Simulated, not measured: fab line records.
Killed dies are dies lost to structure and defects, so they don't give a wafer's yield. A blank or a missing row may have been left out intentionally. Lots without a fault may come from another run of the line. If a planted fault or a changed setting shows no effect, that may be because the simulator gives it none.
Which tool is to blame? | flow sky130 | 12 lots with 36 wafers sampled at 6 steps, on a route of 708 steps

## WHAT THE GAUGES READ, wafer by wafer
SKY_NWELL_THK_MEAS_02. Usual: NWELL_OXIDATION_THK gives 10.04 nm (standard deviation 0.21).
lot  | measured    | on            | NWELL_OXIDATION_THK (nm) | flag
L724 | day 2 12:26 | film_metro-03 | 9.82 9.99 10.00          |
L725 | day 2 17:40 | film_metro-03 | 10.32 10.17 10.28        |
L732 | day 4 06:25 | film_metro-02 | 9.99 9.85 9.93           |
L735 | day 5 02:10 | film_metro-03 | 10.14 10.05 10.28        |
L737 | day 5 13:19 | film_metro-04 | 9.81 9.87 10.07          |
L739 | day 5 17:10 | film_metro-02 | 9.81 9.95 10.05          |
L740 | day 5 23:52 | film_metro-02 | 9.76 9.79 9.86           |
L743 | day 6 14:26 | film_metro-04 | 10.01 10.18 10.01        |
L744 | day 6 23:52 | film_metro-04 | 10.23 10.17 10.23        |
L745 | day 7 02:41 | film_metro-03 | 10.21 10.09 10.17        |
L746 | day 7 08:04 | film_metro-02 | 9.91 10.14 10.10         |
L747 | day 7 11:50 | film_metro-02 | 10.13 10.24 10.08        |

SKY_NWELL_TW_MEAS_15. Usual: NWELL_TW gives 1824 (standard deviation 13).
lot  | measured     | on            | NWELL_TW       | flag
L724 | day 4 12:56  | film_metro-04 | 1828 1823 1808 |
L725 | day 4 19:32  | film_metro-04 | 1821 1828 1818 |
L732 | day 6 12:05  | film_metro-02 | 1776 1760 1773 | OFF
L735 | day 7 09:23  | film_metro-04 | 1777 1767 1772 | OFF
L737 | day 7 23:56  | film_metro-04 | 1812 1820 1820 |
L739 | day 8 04:28  | film_metro-04 | 1821 1826 1826 |
L740 | day 8 10:59  | film_metro-02 | 1825 1836 1818 |
L743 | day 9 04:26  | film_metro-03 | 1822 1819 1817 |
L744 | day 9 15:02  | film_metro-04 | 1848 1846 1839 |
L745 | day 9 17:51  | film_metro-04 | 1844 1830 1833 |
L746 | day 10 00:22 | film_metro-02 | 1811 1810 1809 |
L747 | day 10 04:33 | film_metro-03 | 1800 1806 1812 |

SKY_NWELL_RS_MEAS_29: measures by four-point-probe. Usual: NWELL_RS gives 625.7 ohm/sq (standard deviation 1.6).
lot  | measured     | on            | NWELL_RS (ohm/sq) | flag
L724 | day 5 06:11  | film_metro-02 | 625.5 624.9 626.3 |
L725 | day 5 12:59  | film_metro-04 | 628.1 627.8 627.3 |
L732 | day 7 07:52  | film_metro-04 | 662.7 662.6 663.0 | OFF
L735 | day 8 05:48  | film_metro-02 | 659.0 657.6 657.3 | OFF
L737 | day 8 21:11  | film_metro-02 | 626.9 626.2 626.5 |
L739 | day 9 01:49  | film_metro-04 | 626.4 626.0 625.9 |
L740 | day 9 09:02  | film_metro-02 | 623.3 623.4 624.5 |
L743 | day 10 03:13 | film_metro-04 | 625.5 623.3 622.6 |
L744 | day 10 13:43 | film_metro-02 | 626.1 624.8 624.1 |
L745 | day 10 16:35 | film_metro-03 | 625.2 623.6 625.2 |
L746 | day 10 22:47 | film_metro-02 | 626.6 625.1 626.5 |
L747 | day 11 02:47 | film_metro-04 | 626.2 626.2 624.4 |

SKY_VT_ADJUST_HVTP_TW_MEAS_11. Usual: VT_ADJUST_HVTP_TW gives 1354 (standard deviation 6.7).
lot  | measured     | on            | VT_ADJUST_HVTP_TW | flag
L724 | day 6 00:58  | film_metro-01 | 1373 1367 1360    |
L725 | day 6 07:32  | film_metro-01 | 1370 1368 1365    |
L732 | day 8 04:28  | film_metro-02 | 1360 1369 1358    |
L735 | day 9 03:58  | film_metro-03 | 1356 1350 1358    |
L737 | day 9 19:13  | film_metro-03 | 1356 1355 1354    |
L739 | day 10 00:28 | film_metro-01 | 1359 1357 1359    |
L740 | day 10 07:33 | film_metro-02 | 1348 1351 1345    |
L743 | day 11 01:13 | film_metro-01 | 1356 1349 1357    |
L744 | day 11 12:10 | film_metro-02 | 1358 1353 1353    |
L745 | day 11 15:31 | film_metro-02 | 1356 1356 1352    |
L746 | day 11 22:22 | film_metro-03 | 1349 1341 1345    |
L747 | day 12 02:07 | film_metro-02 | 1353 1357 1353    |

SKY_VT_ADJUST_LVTN_OVL_MEAS_18. Usual: VT_ADJUST_LVTN_01_OVL gives 0.6 nm (standard deviation 1.5).
lot  | measured     | on         | VT_ADJUST_LVTN_01_OVL (nm) | flag
L724 | day 7 15:01  | overlay-01 | 2.6 3.6 2.4                |
L725 | day 7 22:13  | overlay-02 | -0.2 -0.5 1.8              |
L732 | day 9 23:33  | overlay-02 | 1.6 -0.5 1.4               |
L735 | day 10 23:47 | overlay-01 | -1.3 0.4 0.9               |
L737 | day 11 15:53 | overlay-02 | -0.3 -1.1 0.8              |
L739 | day 11 21:40 | overlay-02 | -1.2 0.3 -2.2              |
L740 | day 12 04:19 | overlay-02 | 2.9 -0.9 2.3               |
L743 | day 13 01:24 | overlay-01 | -1.0 -2.0 -3.6             |
L744 | day 13 12:10 | overlay-02 | 1.2 1.5 2.5                |
L745 | day 13 16:11 | overlay-01 | 0.7 -1.1 -0.2              |
L746 | day 13 23:58 | overlay-02 | 1.8 1.5 -0.2               |
L747 | day 14 04:28 | overlay-01 | -0.3 0.0 0.2               |

## EACH LOT AND THE TOOL THAT RAN IT (in order: tool; ch and the chambers of the sampled wafers; start)
lot  | SKY_NWELL_IMPLANT_11
L724 | implanter-01 ch 0, day 4 12:23
L725 | implanter-02 ch 0, day 4 19:01
L732 | implanter-02 ch 0, day 6 11:34
L735 | implanter-02 ch 0, day 7 08:50
L737 | implanter-04 ch 0, day 7 23:23
L739 | implanter-04 ch 0, day 8 03:56
L740 | implanter-04 ch 0, day 8 10:26
L743 | implanter-01 ch 0, day 9 03:55
L744 | implanter-02 ch 0, day 9 14:31
L745 | implanter-02 ch 0, day 9 17:18
L746 | implanter-04 ch 0, day 9 23:50
L747 | implanter-01 ch 0, day 10 04:00
- SKY_NWELL_IMPLANT_11

## AS READ BY THE TOOLS THEMSELVES (means over the sampled wafers that have a number; for cases with no such wafer, the mark the record gives instead)
SKY_NWELL_IMPLANT_11. Usual: dose_ions_cm2 1.9008e+13, standard deviation 1.8e+10; faraday_current_uA 107.5, standard deviation 1.9.
lot  | tool         | dose_ions_cm2 | faraday_current_uA | flag
L724 | implanter-01 | 1.8991e+13    | 105.6              |
L725 | implanter-02 | 1.8997e+13    | 106.9              |
L732 | implanter-02 | 1.7237e+13    | 98.5               | OFF
L735 | implanter-02 | 1.7215e+13    | 96.3               | OFF
L737 | implanter-04 | 1.9007e+13    | 106.7              |
L739 | implanter-04 | 1.9007e+13    | 107.9              |
L740 | implanter-04 | 1.8996e+13    | 107.3              |
L743 | implanter-01 | 1.9009e+13    | 107.4              |
L744 | implanter-02 | 1.9015e+13    | 107.4              |
L745 | implanter-02 | 1.8992e+13    | 108.6              |
L746 | implanter-04 | 1.8994e+13    | 107.8              |
L747 | implanter-01 | 1.9027e+13    | 106.3              |

## THE ANSWER, worked out from the rows above alone
Rule: lot off if the mean of its wafers having a number is beyond 3 standard deviations from the usual mean. A lot without any number at a reading at which 4 lots or more have one is off too. Any other lot the step has rows for is counted as sound. After the gauges, taken in route order, come the tools' own readings; for these a lot's mean is taken, as printed above. The first step at which some lot is off is used, and at that step the reading that is off furthest; a lot without a number counts as furthest.
Off: at SKY_NWELL_TW_MEAS_15 (NWELL_TW), L732, L735.
If a tool, at a process step before that reading, ran all the lots that are off and no sound lot after the first of them, it fits. Not tried: the gauges at SKY_NWELL_TW_MEAS_15; whatever is off there is also off at SKY_NWELL_IMPLANT_11, on other tools, and gauge error can't account for it. None of those tried fits.

## WHAT THE SIMULATOR HAD PUT IN
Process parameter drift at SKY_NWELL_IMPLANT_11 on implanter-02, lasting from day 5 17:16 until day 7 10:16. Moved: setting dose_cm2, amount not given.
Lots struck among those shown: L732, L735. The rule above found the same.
